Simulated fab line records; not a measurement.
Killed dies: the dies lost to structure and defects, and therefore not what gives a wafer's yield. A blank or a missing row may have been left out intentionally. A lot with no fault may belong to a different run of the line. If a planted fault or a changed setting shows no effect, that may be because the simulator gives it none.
Struck lot and sound lot, side by side / flow sky130 / 26 out of 708 route steps
Sound: the wafers L242.2, L242.3, L242.6. Struck: wafers L231.3, L231.5 (left out: L231.6, a lot-mate that was not struck); the cause follows at the end.
Each step with rows lists, per side, the tool, then ch with its chambers, then its first start. Under that, the readings that differ: sound wafers / struck wafers / difference of the means / sigmas: that difference in standard deviations of wafers without a fault.
alike: same words and numbers on both sides, and readings whose means sit less than 2 such deviations apart. not compared: any withheld reading, any reading some wafer has no value for, any bound like >300 that may hide the same value, and any number with overlapping values for which the record gives no deviation.
A row with sigmas, a row that says differs or no value, or rows on one side alone: a step with any of these is where the two part. Non-overlapping numbers with no deviation appear without sigmas and do not part them. Lack of a reading on every wafer of one side parts them only where that side has two or more wafers.

first, 9 steps without rows for these wafers: SKY_LI_CONTACT_ETCH_14 (etches BARC in N2/H2, stops on SiO2, time 45.9 s, target depth 60 nm); SKY_LI_CONTACT_ETCH_15 (etches PSG in C4F8/O2/Ar, stops on Si, target depth 600 nm); SKY_LI_CONTACT_STRIP_16 (strips in O2/N2); SKY_LI_CONTACT_CLEAN_17 (cleans in NMP, time 600 s); SKY_LI_CONTACT_PRE_CLEAN_18 (time 5.6 s); SKY_LI_CONTACT_SPUTTER_19 (material Ti, target thk 20 nm, time 106.37 s); SKY_LI_CONTACT_SPUTTER_20 (material TiN, target thk 20 nm, time 80 s); SKY_LI_CONTACT_CVD_21 (deposits W, target thk 400 nm, time 120.56 s); SKY_LI_CONTACT_CMP_24 (polishes, stops on PSG, t overpolish 20 s, target thk 0 nm).
SKY_LOCAL_INTERCONNECT_SPUTTER_00: material TiN, target thk 100 nm, time 83.3 s.
  sound on pvd-sputter-02, day 34 02:17; struck on pvd-sputter-02, day 30 03:58
reading=model.TiN_of_LOCAL_INTERCONNECT_SPUTTER_00.thk-nm (nm); sound=98.66 99.45 99.54; struck=105.8 105.7; difference=+6.5; sigmas=
  alike: susceptor-temp-C, throttle-valve-pct
SKY_LOCAL_INTERCONNECT_RS_MEAS_01: uses a four-point probe to measure.
  sound on film-metro-03, day 34 02:22; struck on film-metro-03, day 30 04:05
reading=LOCAL_INTERCONNECT_TIN_RS (ohm/sq); sound=14.37 14.26 14.25; struck=13.38 13.34; difference=-0.93; sigmas=-7
SKY_LOCAL_INTERCONNECT_THK_MEAS_02: measures by xrf.
  sound on film-metro-03, day 34 02:29; struck on film-metro-03, day 30 04:11
reading=LOCAL_INTERCONNECT_TIN_THK (nm); sound=100.0 100.4 100.6; struck=106.8 107.1; difference=+6.6; sigmas=+7
then, 9 steps without rows for these wafers: SKY_LOCAL_INTERCONNECT_DEHYDRATE_03 (time 60 s); SKY_LOCAL_INTERCONNECT_HMDS_04 (prime time 60 s); SKY_LOCAL_INTERCONNECT_COAT_05 (resist thk 60 nm); SKY_LOCAL_INTERCONNECT_COAT_06 (resist thk 450 nm); SKY_LOCAL_INTERCONNECT_SOFTBAKE_07 (time 90 s); SKY_LOCAL_INTERCONNECT_EXPOSE_08 (exposes mask LI1M, target cd 170 nm); SKY_LOCAL_INTERCONNECT_PEB_09; SKY_LOCAL_INTERCONNECT_DEVELOP_10 (develop time 60 s); SKY_LOCAL_INTERCONNECT_ETCH_13 (etches BARC in N2/H2, stops on SiO2, time 45.9 s, target depth 60 nm).
SKY_LOCAL_INTERCONNECT_METAL_ETCH_14: etches TiN in Cl2/BCl3, stops on PSG, target depth 110 nm, time 31.4 s.
  sound on rie-metal-04 ch 0, day 35 05:14; struck on rie-metal-04 ch 0,1, day 31 08:15
reading=oes-product-au (a.u.); sound=0.934 0.934 0.934; struck=0.975 0.976; difference=+0.041; sigmas=+6
  alike: drypump-motor-current-A, throttle-valve-pct
  not compared: rf-hours-counter-h
then, 1 step without rows for these wafers: SKY_LOCAL_INTERCONNECT_STRIP_15 (strips in O2/N2).
SKY_LOCAL_INTERCONNECT_STRIP_16: strips in post etch residue remover, time 1200 s.
  sound on wet-bench-01 ch 2, day 35 05:23; struck on wet-bench-01 ch 2, day 31 08:23
reading=model.TiN_of_LOCAL_INTERCONNECT_SPUTTER_00.thk-nm (nm); sound=98.25 99.05 99.13; struck=105.3 105.3; difference=+6.5; sigmas=
  alike: bath-guard-temp-C
then, 1 step without rows for these wafers: SKY_LOCAL_INTERCONNECT_CLEAN_17 (cleans in IPA, time 180 s).
-- a jump in the record: the struck wafers' starts before and after are 15 days apart (it breaks off in module LOCAL_INTERCONNECT and resumes in module PAD_OPEN, where the first step shown is number 708 of the route) --
SKY_PAD_OPEN_PROBE_99:
  sound on prober-01, day 49 07:30; struck on prober-02, day 46 13:07
reading=model.etest.res-li.line-ohm-um; sound=75.93 75.05 75.08; struck=71.7 71.54; difference=-3.7; sigmas=
reading=model.etest.res-li.rs-ohm-sq; sound=12.94 12.91 12.82; struck=12.14 12.09; difference=-0.78; sigmas=
  alike: killed_at_M0_to_M3, killed_at_M4_up, killed-at-contacts, killed-at-front-end, killed-at-other, killed-dies, killed-open, killed-short

## WHERE THEY PART
Last at SKY_LOCAL_INTERCONNECT_METAL_ETCH_14 as far as this record goes, first at SKY_LOCAL_INTERCONNECT_RS_MEAS_01. Later steps at which nothing parts them and some readings are alike: SKY_LOCAL_INTERCONNECT_STRIP_16, SKY_PAD_OPEN_PROBE_99.

WHY: what had been put in by the simulator
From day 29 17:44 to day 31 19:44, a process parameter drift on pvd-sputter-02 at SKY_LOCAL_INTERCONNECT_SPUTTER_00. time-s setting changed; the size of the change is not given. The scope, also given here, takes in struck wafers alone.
